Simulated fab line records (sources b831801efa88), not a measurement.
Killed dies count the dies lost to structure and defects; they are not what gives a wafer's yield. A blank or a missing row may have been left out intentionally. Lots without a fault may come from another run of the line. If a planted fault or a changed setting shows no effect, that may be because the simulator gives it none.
Which tool was responsible? :: flow sky130 :: 21 wafers from 7 lots sampled at 3 of the route's 708 steps

WHAT THE GAUGES READ, wafer by wafer
SKY_LDD_N_TW_MEAS_17.
lot: L812
measured: day 18 08:06
on: filmMetro-03
LDD_N_TW: 2604 2600 2593

lot: L815
measured: day 19 05:29
on: filmMetro-03
LDD_N_TW: 2574 2577 2567

lot: L818
measured: day 21 05:44
on: filmMetro-03
LDD_N_TW: 2587 2591 2593

lot: L820
measured: day 21 09:50
on: filmMetro-03
LDD_N_TW: 2587 2611 2583

lot: L821
measured: day 21 21:11
on: filmMetro-02
LDD_N_TW: 2604 2607 2591

lot: L825
measured: day 23 03:33
on: filmMetro-02
LDD_N_TW: 2681 2677 2653

lot: L834
measured: day 26 05:04
on: filmMetro-04
LDD_N_TW: 2609 2606 2635

WHICH TOOL RAN EACH LOT (tool, then ch and the chambers of the sampled wafers, then the start)
lot: L812
SKY_LDD_N_IMPLANT_10: implanter-04 ch 0, day 18 04:48
SKY_LDD_N_STRIP_16: plasmaAsher-03 ch 0,1, day 18 07:59

lot: L815
SKY_LDD_N_IMPLANT_10: implanter-04 ch 0, day 19 04:31
SKY_LDD_N_STRIP_16: plasmaAsher-03 ch 0,1, day 19 05:25

lot: L818
SKY_LDD_N_IMPLANT_10: implanter-02 ch 0, day 21 04:46
SKY_LDD_N_STRIP_16: plasmaAsher-02 ch 0,1, day 21 05:40

lot: L820
SKY_LDD_N_IMPLANT_10: implanter-02 ch 0, day 21 08:52
SKY_LDD_N_STRIP_16: plasmaAsher-01 ch 0,1, day 21 09:45

lot: L821
SKY_LDD_N_IMPLANT_10: implanter-03 ch 0, day 21 20:13
SKY_LDD_N_STRIP_16: plasmaAsher-01 ch 0,1, day 21 21:07

lot: L825
SKY_LDD_N_IMPLANT_10: implanter-03 ch 0, day 23 00:19 and implanter-02 ch 0, day 23 00:38
SKY_LDD_N_STRIP_16: plasmaAsher-02 ch 0,1, day 23 03:27

lot: L834
SKY_LDD_N_IMPLANT_10: implanter-04 ch 0, day 26 04:04
SKY_LDD_N_STRIP_16: plasmaAsher-01 ch 0,1, day 26 04:58
- SKY_LDD_N_IMPLANT_10
- SKY_LDD_N_STRIP_16: strips in O2/N2.

THE ANSWER, worked out from the rows above alone
Rule: what is usual is taken from the lots themselves. Put in order of their means at a reading, lots are off if they are a third of the lots or fewer, leave a main group of 4 or more, and stand apart from it by a gap of 3 or more times the standard deviation of the main group's means; of several such gaps the widest counts. The tables above print the reading to a certain number of digits; a main group whose means all agree to those digits is not used. A lot without any number at a reading at which 4 lots or more have one is off too. Where the step has rows for the other lots, those lots are counted as sound.
Off: L825, at SKY_LDD_N_TW_MEAS_17 (LDD_N_TW). Mean 2596 and standard deviation 13 in the main group.
A tool fits if, at a process step before that reading, it ran every lot that is off, and no sound lot after the first of them. Those tools and the gauges at SKY_LDD_N_TW_MEAS_17 are tried in the same way. Can't be told from this: 4 tools fit, implanter-02 at SKY_LDD_N_IMPLANT_10, implanter-03 at SKY_LDD_N_IMPLANT_10, plasmaAsher-02 at SKY_LDD_N_STRIP_16, filmMetro-02 at SKY_LDD_N_TW_MEAS_17.

WHAT THE SIMULATOR PUT IN
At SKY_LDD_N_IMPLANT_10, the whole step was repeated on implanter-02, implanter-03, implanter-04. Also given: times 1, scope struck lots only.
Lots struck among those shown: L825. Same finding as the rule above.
